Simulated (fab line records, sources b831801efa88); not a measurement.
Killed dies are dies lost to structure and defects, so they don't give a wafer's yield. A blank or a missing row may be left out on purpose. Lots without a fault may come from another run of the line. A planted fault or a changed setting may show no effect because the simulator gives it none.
Problem report in the 8D (eight disciplines) form, filled by code | flow gf180mcu | the parts of the form that need people (team, actions taken, sign-off) are left out

1. THE PROBLEM
rf_fwd_power_W at GF_PASSIVATION_ETCH_11 reads a mean of 669.8 W on 1 wafer of 1 lot; wafers without a fault read 798.9 W with a standard deviation of 2.4. That is -54 standard deviations from the usual mean.
The step: etches the open film in CF4/O2, stops on TiN, target depth 2040 nm, time 453.3 s.
First seen on wafer L847.6, day 31 20:04, on rie_diel-03. The record holds 33 wafers of 11 lots with a number at this step. Rule for "out", or "out of limits": more than 4 standard deviations from the usual mean. The other wafers with a number count as sound.

2. WHAT IT IS AND WHAT IT IS NOT
question                    | is                             | is not
which readings at this step | rf_fwd_power_W, oes_product_au | drypump_motor_current_A
which lots                  | L847                           | L837, L838, L839, L841, L843, L844, L850, L854, L855, L857
which wafers of those lots  | L847.6                         | L847.4, L847.5
read on which tools         | rie_diel-03                    | rie_diel-02, rie_diel-04
when                        | from day 31 20:04              | up to then (20 sound wafers); but 12 sound wafers of L850, L854, L855, L857 came after

3. SUSPECTS, AND WHAT RULES EACH OUT
Counting: a tool at a process step up to the reading stays a suspect if it ran every lot that is out. Sound lots after the first of them don't rule it out here, since some wafers of a struck lot are sound.
- pvd_sputter-04 at GF_MIM_SPUTTER_01 (material TiN, target thk 30 nm, time 25 s): kept. It ran the lot that is out, L847 (day 27 20:04); its last sound lot up to then is L843 (day 26 12:01).
- rie_diel-03 at GF_PASSIVATION_ETCH_11 (etches the open film in CF4/O2, stops on TiN, target depth 2040 nm, time 453.3 s): kept. It ran the lot that is out, L847 (day 31 20:04); its last sound lot up to then is L844 (day 30 23:13). Its own readings are out on those wafers: oes_product_au, rf_fwd_power_W.
- Within rie_diel-03 at GF_PASSIVATION_ETCH_11: the wafers that are out ran in chamber 1; their sound lot-mates ran in chamber 2.
Left after counting: pvd_sputter-04 at GF_MIM_SPUTTER_01, rie_diel-03 at GF_PASSIVATION_ETCH_11.

4. THE CAUSE (what the simulator had put in)
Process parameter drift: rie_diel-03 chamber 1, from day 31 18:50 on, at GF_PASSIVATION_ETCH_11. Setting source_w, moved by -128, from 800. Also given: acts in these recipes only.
Counting left 2 suspects, and this tool is among them.

5. THE CHAIN OF EFFECTS, in route order
Each row: a reading whose mean over the struck wafers that have a number lies more than 3 standard deviations from the usual. Only readings for which the record gives a usual standard deviation are gone through. hours: the time from each lot's start at the first step in this table that gives one to its start at this step, as a median over the lots. sigmas: the change in usual standard deviations.
hours | step                    | reading                  | usual      | on struck wafers | change | sigmas
0     | GF_PASSIVATION_ETCH_11  | oes_product_au           | 0.990 a.u. | 0.906            | -0.084 | -14
0     | GF_PASSIVATION_ETCH_11  | rf_fwd_power_W           | 798.9 W    | 669.8            | -129.1 | -54
0     | GF_PASSIVATION_STRIP_12 | strip_time_to_endpoint_s | 32.95 s    | 35.61            | +2.66  | +11
2     | GF_PASSIVATION_PROBE_99 | killed_at_other          | 0.1        | 24.0             | +23.9  | +60
2     | GF_PASSIVATION_PROBE_99 | killed_on_rim            | 9.4        | 26.0             | +16.6  | +5.9
2     | GF_PASSIVATION_PROBE_99 | sort_bin_5_function      | 5.6 %      | 9.3              | +3.7   | +3.4
The process steps in it:
- GF_PASSIVATION_ETCH_11: etches the open film in CF4/O2, stops on TiN, target depth 2040 nm, time 453.3 s.
- GF_PASSIVATION_STRIP_12: strips in O2/N2.
- GF_PASSIVATION_PROBE_99

6. WHAT WOULD HAVE CAUGHT IT SOONER
In this record the first reading out of limits was taken at day 31 20:04, 1 hour after the fault began at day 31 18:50.
